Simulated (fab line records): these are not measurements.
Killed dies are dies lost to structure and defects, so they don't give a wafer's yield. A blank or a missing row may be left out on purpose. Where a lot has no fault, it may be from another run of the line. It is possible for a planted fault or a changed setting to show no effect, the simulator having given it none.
fab line records	flow gf180mcu
[record] lots = 12	wafers = 36	last-day = 34
route steps=602 shown CONTACT@311 M1@329 V1@359 M2@364
lots that met no fault: taken from a fault-free run of the same line
start-h: hours from the record's first day to the start of the lot's first wafer shown	wait-h: how many hours have passed since the lot's step before this one	" same as the row above	L1.1+2: one row covering several wafers at once	- no value present, or no start provided	* or withheld: withheld	< > ~ a bound
route shown NAME@n: names a module that has steps shown in the file, with the first one's number in the route	usual: mean/standard deviation taken from wafers without a fault	same: alike in all rows	chamber/n: place in a boat	sites: readings site by site	_std_site: their standard deviation	_edge_site: mean of outer sites minus mean of inner sites	radius-mm: for every site, how far away it sits from the centre of the wafer	mask NAME#n: copy n	behind: the tool/chamber that last shaped the wafer	hold: why the lot went on hold/how many hours it stayed there/how the hold came to an end	device: the transistor (n, p or np) that didn't switch	end of line: tests run on the same wafers once the route is complete	for a step that has no rows: nothing shown but its recipe	killed: the dies lost at the first sort to structure and to defects; this is not the yield of the wafer	map: a wafer's dies, x killed, . not, _ none there
set.NAME: setting as actually run; set.NAME@STEP: the setting as run at that earlier step	model.NAME: the simulator's own value behind a step, which no gauge read
route steps across a sampled set of lots; one table per step, one row per wafer
services: from which hour (start-h, from the record's first day; less than 0 if before it) a tool's chamber was out of use, for how many hours, and why
[[steps]]
[step GF_CONTACT_CVD_24]
[recipe] material = W	target-thk-nm = 300	time-s = 90.339	temp-c = 400	pressure-torr = 40
[usual] heater-power-w = 810/42	susceptor-temp-C = 399.99/0.2
lot.wafer	tool	chamber	start-h	wait-h	heater-power-w	susceptor-temp-C
L557.2	cvd-w-02	1	367.12	0.0	825	400.16
L557.3	"	1	"	"	821	399.88
L557.5	"	1	"	"	822	399.95
L559.2	cvd-w-01	1	387.67	0.0	859	399.81
L559.3	"	0	"	"	750	399.64
L559.6	"	1	"	"	860	399.98
L562.4	cvd-w-01	1	414.91	0.1	839	400.46
L562.5	"	0	"	"	753	400.29
L562.6	"	1	"	"	854	400.52
L563.2	cvd-w-01	0	423.12	0.0	758	400.29
L563.3	"	0	"	"	767	400.31
L563.4	"	1	"	"	841	399.64
L564.1	cvd-w-02	1	429.28	0.0	801	399.89
L564.4	"	0	"	"	802	399.78
L564.6	"	1	"	"	814	399.93
L565.1	cvd-w-01	1	442.04	0.0	867	400.04
L565.3	"	0	"	"	763	400.33
L565.6	"	0	"	"	746	400.34
L566.1	cvd-w-01	0	448.24	0.0	748	399.70
L566.3	"	0	"	"	755	399.99
L566.4	"	1	"	"	880	406.16
L567.2	cvd-w-01	0	458.07	0.0	758	399.59
L567.3	"	1	"	"	887	405.52
L567.6	"	1	"	"	889	405.74
L568.1	cvd-w-01	1	462.61	0.0	898	406.09
L568.3	"	0	"	"	763	399.94
L568.6	"	0	"	"	758	399.89
L576.2	cvd-w-01	0	539.87	0.0	757	399.75
L576.3	"	1	"	"	864	400.08
L576.5	"	1	"	"	839	399.70
L578.1	cvd-w-01	1	549.11	0.0	864	400.12
L578.4	"	1	"	"	827	399.99
L578.6	"	1	"	"	873	400.09
L579.4	cvd-w-01	1	555.25	0.1	849	400.05
L579.5	"	0	"	"	743	400.04
L579.6	"	1	"	"	864	400.02
[step GF_CONTACT_RS_MEAS_25]
[recipe] thk-meas-gauge = four-point-probe	reads = W_of_CONTACT_CVD_24+TiN_of_CONTACT_SPUTTER_23+Ti_of_CONTACT_SPUTTER_22
[usual] CONTACT_W_RS = 0.385/0.0042
lot.wafer	tool	chamber	start-h	wait-h	CONTACT_W_RS[ohm/sq]
L557.2	film-metro-03	-	367.24	0.1	0.382
L557.3	"	-	"	"	0.377
L557.5	"	-	"	"	0.384
L559.2	film-metro-02	-	387.79	0.1	0.385
L559.3	"	-	"	"	0.384
L559.6	"	-	"	"	0.385
L562.4	film-metro-02	-	415.03	0.1	0.384
L562.5	"	-	"	"	0.385
L562.6	"	-	"	"	0.384
L563.2	film-metro-04	-	423.24	0.1	0.383
L563.3	"	-	"	"	0.387
L563.4	"	-	"	"	0.385
L564.1	film-metro-02	-	429.38	0.1	0.387
L564.4	"	-	"	"	0.382
L564.6	"	-	"	"	0.386
L565.1	film-metro-04	-	442.14	0.1	0.384
L565.3	"	-	"	"	0.384
L565.6	"	-	"	"	0.383
L566.1	film-metro-04	-	448.34	0.1	0.380
L566.3	"	-	"	"	0.385
L566.4	"	-	"	"	0.347
L567.2	film-metro-03	-	458.19	0.1	0.386
L567.3	"	-	"	"	0.345
L567.6	"	-	"	"	0.349
L568.1	film-metro-03	-	462.71	0.1	0.351
L568.3	"	-	"	"	0.392
L568.6	"	-	"	"	0.391
L576.2	film-metro-02	-	539.99	0.1	0.381
L576.3	"	-	"	"	0.385
L576.5	"	-	"	"	0.386
L578.1	film-metro-03	-	549.32	0.2	0.389
L578.4	"	-	"	"	0.395
L578.6	"	-	"	"	0.394
L579.4	film-metro-02	-	555.38	0.1	0.384
L579.5	"	-	"	"	0.384
L579.6	"	-	"	"	0.385
[step GF_CONTACT_THK_MEAS_26]
[recipe] thk-meas-gauge = xrf	reads = W_of_CONTACT_CVD_24
[usual] CONTACT_W_THK = 302/5.2
lot.wafer	tool	chamber	start-h	wait-h	CONTACT_W_THK[nm]
L557.2	film-metro-03	-	367.35	0.1	310
L557.3	"	-	"	"	313
L557.5	"	-	"	"	309
L559.2	film-metro-02	-	387.90	0.1	303
L559.3	"	-	"	"	305
L559.6	"	-	"	"	303
L562.4	film-metro-02	-	415.12	0.1	303
L562.5	"	-	"	"	301
L562.6	"	-	"	"	303
L563.2	film-metro-04	-	423.35	0.1	297
L563.3	"	-	"	"	294
L563.4	"	-	"	"	295
L564.1	film-metro-02	-	429.50	0.1	302
L564.4	"	-	"	"	306
L564.6	"	-	"	"	301
L565.1	film-metro-04	-	442.26	0.1	294
L565.3	"	-	"	"	296
L565.6	"	-	"	"	295
L566.1	film-metro-04	-	448.46	0.1	297
L566.3	"	-	"	"	294
L566.4	"	-	"	"	326
L567.2	film-metro-03	-	458.30	0.1	305
L567.3	"	-	"	"	340
L567.6	"	-	"	"	339
L568.1	film-metro-03	-	462.83	0.1	333
L568.3	"	-	"	"	299
L568.6	"	-	"	"	301
L576.2	film-metro-02	-	540.10	0.1	305
L576.3	"	-	"	"	303
L576.5	"	-	"	"	301
L578.1	film-metro-03	-	549.44	0.1	304
L578.4	"	-	"	"	298
L578.6	"	-	"	"	299
L579.4	film-metro-02	-	555.47	0.1	303
L579.5	"	-	"	"	303
L579.6	"	-	"	"	301
[step GF_CONTACT_CMP_27]
[recipe] stop-on = SiO2	down-force-psi = 3.5	platen-rpm = 60	t-overpolish-s = 15	target-thk-nm = 0	pad-velocity-m-s = 0.94248
[usual] head-pressure-psi = 3.500/0.0078	motor-current-A = 10.7/1	time-to-endpoint-s = 72.7/2.5
lot.wafer	tool	chamber	start-h	wait-h	head-pressure-psi	motor-current-A	time-to-endpoint-s
L557.2	cmp-01	2	367.45	0.1	3.506	11.1	71.3
L557.3	"	0	"	"	3.503	11.1	71.8
L557.5	"	1	"	"	3.508	10.6	71.6
L559.3	cmp-02	1	388.00	0.1	3.506	9.4	69.6
L559.2	"	2	"	"	3.508	12.5	69.9
L559.6	"	1	"	"	3.501	9.5	73.1
L562.4	cmp-01	1	415.30	0.2	3.494	10.4	72.2
L562.6	"	2	"	"	3.495	10.7	72.7
L562.5	"	3	"	"	3.492	9.6	74.9
L563.3	cmp-01	0	423.40	0.0	3.497	11.2	72.7
L563.2	"	1	"	"	3.521	10.7	72.5
L563.4	"	2	"	"	3.499	10.6	72.0
L564.1	cmp-01	1	429.56	0.1	3.504	11.1	75.7
L564.4	"	3	"	"	3.495	9.5	77.9
L564.6	"	2	"	"	3.499	10.8	73.1
L565.3	cmp-02	0	442.32	0.0	3.496	9.8	70.5
L565.1	"	3	"	"	3.488	10.9	68.9
L565.6	"	1	"	"	3.496	9.1	68.6
L566.4	cmp-01	2	448.52	0.0	3.512	10.9	81.7
L566.3	"	3	"	"	3.500	9.0	75.9
L566.1	"	0	"	"	3.507	11.1	78.5
L567.3	cmp-02	3	458.73	0.4	3.493	10.3	78.3
L567.2	"	2	"	"	3.497	12.3	68.3
L567.6	"	0	"	"	3.509	9.6	84.7
L568.3	cmp-01	3	462.89	0.0	3.502	9.3	72.0
L568.1	"	2	"	"	3.500	11.4	77.3
L568.6	"	0	"	"	3.508	10.6	70.3
L576.3	cmp-01	2	540.25	0.1	3.494	11.3	71.2
L576.2	"	3	"	"	3.490	9.5	76.1
L576.5	"	0	"	"	3.496	10.9	74.4
L578.1	cmp-02	2	549.55	0.1	3.515	13.2	69.4
L578.4	"	0	"	"	3.502	10.0	71.6
L578.6	"	1	"	"	3.496	9.2	73.6
L579.4	cmp-02	3	555.50	0.0	3.494	11.2	73.2
L579.6	"	3	"	"	3.481	10.5	74.5
L579.5	"	0	"	"	3.491	9.2	74.5
[step GF_M1_CD_MEAS_14]
[recipe] target-cd-nm = 230
[usual] cd-nm = 230.4/1.3
lot.wafer	tool	chamber	start-h	wait-h	cd-nm
L557.2	cd-sem-01	-	390.77	0.1	231.0
L557.3	"	-	"	"	230.9
L557.5	"	-	"	"	232.8
L559.2	cd-sem-02	-	411.77	0.1	231.8
L559.3	"	-	"	"	231.6
L559.6	"	-	"	"	231.2
L562.4	cd-sem-01	-	439.91	0.1	231.6
L562.5	"	-	"	"	231.1
L562.6	"	-	"	"	231.8
L563.2	cd-sem-02	-	448.42	0.1	229.0
L563.3	"	-	"	"	227.8
L563.4	"	-	"	"	228.1
L564.1	cd-sem-01	-	455.05	0.1	232.4
L564.4	"	-	"	"	231.5
L564.6	"	-	"	"	232.6
L565.1	cd-sem-01	-	467.25	0.1	231.2
L565.3	"	-	"	"	229.9
L565.6	"	-	"	"	230.7
L566.1	cd-sem-02	-	473.00	0.1	231.5
L566.3	"	-	"	"	230.6
L566.4	"	-	"	"	231.5
L567.2	cd-sem-02	-	482.97	0.1	229.5
L567.3	"	-	"	"	228.8
L567.6	"	-	"	"	229.6
L568.1	cd-sem-02	-	486.95	0.1	230.6
L568.3	"	-	"	"	231.5
L568.6	"	-	"	"	230.0
L576.2	cd-sem-01	-	563.17	0.1	227.8
L576.3	"	-	"	"	229.7
L576.5	"	-	"	"	229.2
L578.1	cd-sem-02	-	573.12	0.2	228.7
L578.4	"	-	"	"	228.9
L578.6	"	-	"	"	229.4
L579.4	cd-sem-01	-	578.01	0.1	230.8
L579.5	"	-	"	"	231.5
L579.6	"	-	"	"	231.5
[step GF_V1_RS_MEAS_24]
[recipe] thk-meas-gauge = four-point-probe	reads = W_of_V1_CVD_23+TiN_of_V1_SPUTTER_22+Ti_of_V1_SPUTTER_21
[usual] V1_W_RS = 0.329/0.0036
lot.wafer	tool	chamber	start-h	wait-h	V1_W_RS[ohm/sq]
L557.2	film-metro-01	-	416.95	0.1	0.324
L557.3	"	-	"	"	0.326
L557.5	"	-	"	"	0.325
L559.2	film-metro-01	-	438.75	0.1	0.326
L559.3	"	-	"	"	0.327
L559.6	"	-	"	"	0.323
L562.4	film-metro-01	-	466.39	0.1	0.334
L562.5	"	-	"	"	0.333
L562.6	"	-	"	"	0.335
L563.2	film-metro-03	-	474.96	0.1	0.328
L563.3	"	-	"	"	0.328
L563.4	"	-	"	"	0.328
L564.1	film-metro-01	-	480.83	0.1	0.330
L564.4	"	-	"	"	0.334
L564.6	"	-	"	"	0.330
L565.1	film-metro-03	-	493.48	0.1	0.328
L565.3	"	-	"	"	0.333
L565.6	"	-	"	"	0.330
L566.1	film-metro-04	-	499.48	0.1	0.336
L566.3	"	-	"	"	0.330
L566.4	"	-	"	"	0.333
L567.2	film-metro-01	-	509.70	0.1	0.331
L567.3	"	-	"	"	0.322
L567.6	"	-	"	"	0.332
L568.1	film-metro-01	-	512.23	0.1	0.330
L568.3	"	-	"	"	0.329
L568.6	"	-	"	"	0.328
L576.2	film-metro-01	-	588.21	0.1	0.334
L576.3	"	-	"	"	0.337
L576.5	"	-	"	"	0.335
L578.1	film-metro-01	-	597.81	0.1	0.332
L578.4	"	-	"	"	0.332
L578.6	"	-	"	"	0.331
L579.4	film-metro-01	-	602.04	0.1	0.330
L579.5	"	-	"	"	0.327
L579.6	"	-	"	"	0.330
[step GF_M2_SPUTTER_02]
[recipe] material = AlCu	target-thk-nm = 450	power-w = 10600	time-s = 23.9	chamber-pressure-pa = 0.4
[usual] throttle-valve-pct = 30.1/1.2
lot.wafer	tool	chamber	start-h	wait-h	throttle-valve-pct
L557.2	pvd-sputter-01	-	417.54	0.0	29.2
L557.3	"	-	"	"	31.7
L557.5	"	-	"	"	31.3
L559.2	pvd-sputter-03	-	439.34	0.0	29.4
L559.3	"	-	"	"	30.6
L559.6	"	-	"	"	29.5
L562.4	pvd-sputter-01	-	466.94	0.0	31.2
L562.5	"	-	"	"	29.8
L562.6	"	-	"	"	31.2
L563.2	pvd-sputter-04	-	475.55	0.0	27.0
L563.3	"	-	"	"	29.6
L563.4	"	-	"	"	29.6
L564.1	pvd-sputter-01	-	481.44	0.0	31.0
L564.4	"	-	"	"	29.7
L564.6	"	-	"	"	29.6
L565.1	pvd-sputter-01	-	494.09	0.0	31.2
L565.3	"	-	"	"	29.0
L565.6	"	-	"	"	29.5
L566.1	pvd-sputter-03	-	500.09	0.0	29.5
L566.3	"	-	"	"	29.3
L566.4	"	-	"	"	32.6
L567.2	pvd-sputter-01	-	510.29	0.0	31.3
L567.3	"	-	"	"	29.4
L567.6	"	-	"	"	29.4
L568.1	pvd-sputter-01	-	512.84	0.0	29.6
L568.3	"	-	"	"	30.9
L568.6	"	-	"	"	30.9
L576.2	pvd-sputter-04	-	588.80	0.0	29.7
L576.3	"	-	"	"	30.0
L576.5	"	-	"	"	29.9
L578.1	pvd-sputter-03	-	598.55	0.0	32.4
L578.4	"	-	"	"	29.0
L578.6	"	-	"	"	32.2
L579.4	pvd-sputter-01	-	602.59	0.0	29.3
L579.5	"	-	"	"	29.6
L579.6	"	-	"	"	30.9
[[services]]
tool	chamber	start-h	hours	kind
cmp-01	-	343.44	8.2	repair
cmp-01	-	369.72	0.9	repair
cmp-01	-	380.72	2.8	pm
cvd-w-01	-	390.00	14.0	pm
cvd-w-01	0	390.00	14.0	vent-cycle
cvd-w-01	1	390.00	14.0	vent-cycle
cvd-w-02	1	401.04	7.1	repair
cmp-01	-	404.06	4.0	pm
pvd-sputter-04	-	425.33	1.9	repair
pvd-sputter-04	-	430.71	8.8	repair
cvd-w-02	-	439.82	6.9	pm
pvd-sputter-01	-	445.57	2.4	repair
cvd-w-02	-	448.94	14.6	pm
cmp-01	-	457.03	3.8	repair
cmp-01	-	460.08	2.5	repair
cmp-01	-	467.97	3.7	pm
pvd-sputter-03	-	473.31	2.2	repair
cmp-02	-	479.68	0.5	repair
cvd-w-02	-	481.57	2.8	pm
cmp-02	-	488.59	1.2	repair
cmp-01	-	503.66	0.5	repair
cvd-w-01	0	547.29	3.0	repair
cvd-w-01	-	560.50	6.0	pm
cmp-02	-	574.07	4.0	pm
[[key]]
[first-sign] step = GF_CONTACT_CVD_24	reading = susceptor-temp-C	direction = up	sigmas = 29	usual = *	struck = *
[effect] step = GF_CONTACT_RS_MEAS_25	reading = CONTACT_W_RS	direction = down	sigmas = 8.8	usual = 0.385	struck = 0.348
[effect] step = GF_CONTACT_THK_MEAS_26	reading = CONTACT_W_THK	direction = up	sigmas = 6.3	usual = 302	struck = 335
[effect] step = GF_CONTACT_CMP_27	reading = time-to-endpoint-s	direction = up	sigmas = 3.1	usual = *	struck = *
met-at GF_CONTACT_CVD_24
struck-lots L566,L567,L568
struck-wafers L566.4,L567.3,L567.6,L568.1
tester-left-out L566,L567,L568
not-acting-at GF_M1_CD_MEAS_14,GF_V1_RS_MEAS_24,GF_M2_SPUTTER_02
onset-between 442.04 448.24
[fault] kind = process-parameter-drift	tool = cvd-w-01	chamber = 1	onset-h = 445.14	steps = GF_CONTACT_CVD_24	channel = temp-c	offset = *	shape = step	end-h = 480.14	acts-in = *	stated = *
// tester-left-out: of these lots the tester's yield and bins aren't shown, on N5 and GAA mostly nor the transistor test; their killed dies are dies lost to structure and defects alone, not to doping, threshold or leakage, so they don't give the yield
